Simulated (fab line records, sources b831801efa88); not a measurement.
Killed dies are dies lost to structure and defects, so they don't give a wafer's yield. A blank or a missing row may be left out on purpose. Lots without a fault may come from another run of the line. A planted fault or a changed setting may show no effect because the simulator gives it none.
Which tool did it? | flow gf180mcu | 13 lots, 39 wafers sampled, at 4 steps of a route of 602

WHAT THE GAUGES READ, wafer by wafer
GF_NWELL_OVL_MEAS_07.
lot  | measured    | on         | NWELL_OVL (nm)
L595 | day 3 12:50 | overlay-01 | -3.2 -2.3 -1.0
L596 | day 3 18:25 | overlay-01 | -0.6 -0.7 -0.7
L600 | day 4 16:49 | overlay-01 | 1.4 0.6 0.5
L601 | day 4 23:14 | overlay-01 | 0.3 1.6 1.0
L602 | day 5 02:58 | overlay-02 | -1.2 -0.7 -0.8
L603 | day 5 08:19 | overlay-02 | -0.4 -0.2 -1.3
L605 | day 5 19:49 | overlay-02 | -0.2 -3.4 -0.1
L606 | day 5 23:49 | overlay-02 | 0.4 -1.2 -0.8
L607 | day 6 04:16 | overlay-01 | -2.8 -2.0 0.0
L611 | day 7 04:40 | overlay-02 | -3.2 -5.0 -5.0
L612 | day 7 09:54 | overlay-01 | -0.5 -1.6 -0.1
L614 | day 7 21:51 | overlay-01 | -0.3 -0.1 1.7
L617 | day 8 16:57 | overlay-02 | 0.0 -0.8 0.2

GF_HV_LDD_OVL_MEAS_32.
lot  | measured     | on         | HV_LDD_02_OVL (nm)
L595 | day 11 18:38 | overlay-01 | -1.5 -2.3 -1.2
L596 | day 12 00:28 | overlay-02 | -1.0 -2.8 -1.7
L600 | day 13 17:16 | overlay-01 | 0.9 0.2 2.1
L601 | day 13 23:05 | overlay-01 | -1.6 -0.4 -1.7
L602 | day 14 03:28 | overlay-01 | -1.8 -0.5 -1.3
L603 | day 14 15:11 | overlay-01 | -1.1 1.1 0.1
L605 | day 15 05:01 | overlay-01 | -0.3 0.2 1.3
L606 | day 15 10:32 | overlay-01 | 2.4 2.5 0.8
L607 | day 15 18:28 | overlay-01 | 0.5 0.5 -1.3
L611 | day 17 01:32 | overlay-01 | 326.5 327.4 324.4
L612 | day 17 13:25 | overlay-02 | 325.0 327.1 325.9
L614 | day 18 01:25 | overlay-01 | -0.1 0.4 -0.6
L617 | day 19 10:31 | overlay-01 | 327.0 326.3 327.3

GF_CONTACT_BOW_MEAS_05.
lot  | measured     | on            | CONTACT_BOW (um)
L595 | day 15 10:30 | film_metro-04 | 62 64 79
L596 | day 15 18:25 | film_metro-04 | 61 70 60
L600 | day 17 15:40 | film_metro-03 | 76 72 67
L601 | day 17 20:18 | film_metro-03 | 64 61 61
L602 | day 18 00:58 | film_metro-04 | 70 57 70
L603 | day 18 12:41 | film_metro-01 | 59 76 62
L605 | day 19 05:04 | film_metro-01 | 67 63 69
L606 | day 19 11:42 | film_metro-04 | 84 62 61
L607 | day 19 21:40 | film_metro-03 | 63 75 64
L611 | day 21 08:48 | film_metro-03 | 69 62 65
L612 | day 21 17:52 | film_metro-01 | 63 68 57
L614 | day 22 05:26 | film_metro-01 | 51 68 59
L617 | day 23 15:34 | film_metro-01 | 72 68 49

WHICH TOOL RAN EACH LOT (tool, then ch and the chambers of the sampled wafers, then the start)
lot  | GF_HV_LDD_EXPOSE_28
L595 | iline_stepper-01 ch 0, day 11 09:48
L596 | iline_stepper-01 ch 0, day 11 15:12
L600 | iline_stepper-01 ch 0, day 13 07:34
L601 | iline_stepper-02 ch 0, day 13 13:16
L602 | iline_stepper-01 ch 0, day 13 17:41
L603 | iline_stepper-02 ch 0, day 14 04:23
L605 | iline_stepper-02 ch 0, day 14 18:02
L606 | iline_stepper-02 ch 0, day 14 23:39
L607 | iline_stepper-01 ch 0, day 15 07:38
L611 | iline_stepper-01 ch 0, day 16 14:39
L612 | iline_stepper-01 ch 0, day 17 02:39
L614 | iline_stepper-02 ch 0, day 17 14:12
L617 | iline_stepper-01 ch 0, day 18 22:31
- GF_HV_LDD_EXPOSE_28: exposes mask Nplus HV AREA, target cd 400 nm.

WHAT THE TOOLS THEMSELVES READ (means of the sampled wafers that have a number; where no wafer has one, the mark that the record gives instead)
GF_HV_LDD_EXPOSE_28.
lot  | tool             | stage_vel_mm_s (mm/s)
L595 | iline_stepper-01 | 499.64
L596 | iline_stepper-01 | 499.75
L600 | iline_stepper-01 | 500.36
L601 | iline_stepper-02 | 499.69
L602 | iline_stepper-01 | 499.97
L603 | iline_stepper-02 | 499.99
L605 | iline_stepper-02 | 500.24
L606 | iline_stepper-02 | 500.16
L607 | iline_stepper-01 | 499.84
L611 | iline_stepper-01 | 499.71
L612 | iline_stepper-01 | 499.98
L614 | iline_stepper-02 | 500.56
L617 | iline_stepper-01 | 500.07

THE ANSWER, worked out from the rows above alone
Rule: what is usual is taken from the lots themselves. Put in order of their means at a reading, lots are off if they are a third of the lots or fewer, leave a main group of 4 or more, and stand apart from it by a gap of 3 or more times the standard deviation of the main group's means; of several such gaps the widest counts. A main group whose means are all the same, to the digits that the tables above print for the reading, isn't used. A lot without any number at a reading at which 4 lots or more have one is off too. The other lots that the step has rows for count as sound. The gauges are gone through in route order, then the tools' own readings, and for those a lot's mean is taken as printed above. The first step at which some lot is off is used, and at that step the reading that is off furthest; a lot without a number counts as furthest.
Off: L611, L612, L617, at GF_HV_LDD_OVL_MEAS_32 (HV_LDD_02_OVL). The main group: mean -0.3 nm, standard deviation 1.2.
A tool fits if, at a process step before that reading, it ran every lot that is off, and no sound lot after the first of them. The gauges at GF_HV_LDD_OVL_MEAS_32 are tried like those tools. One fits: iline_stepper-01 at GF_HV_LDD_EXPOSE_28. Its last sound lot is L607 (day 15 07:38), its first lot that is off L611 (day 16 14:39): a fault that began between those two fits.

WHAT THE SIMULATOR HAD PUT IN
Scanner matching overlay: iline_stepper-01, from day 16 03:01 on, at GF_HV_LDD_EXPOSE_28. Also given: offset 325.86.
Lots struck among those shown: L611, L612, L617. The rule above found the same.
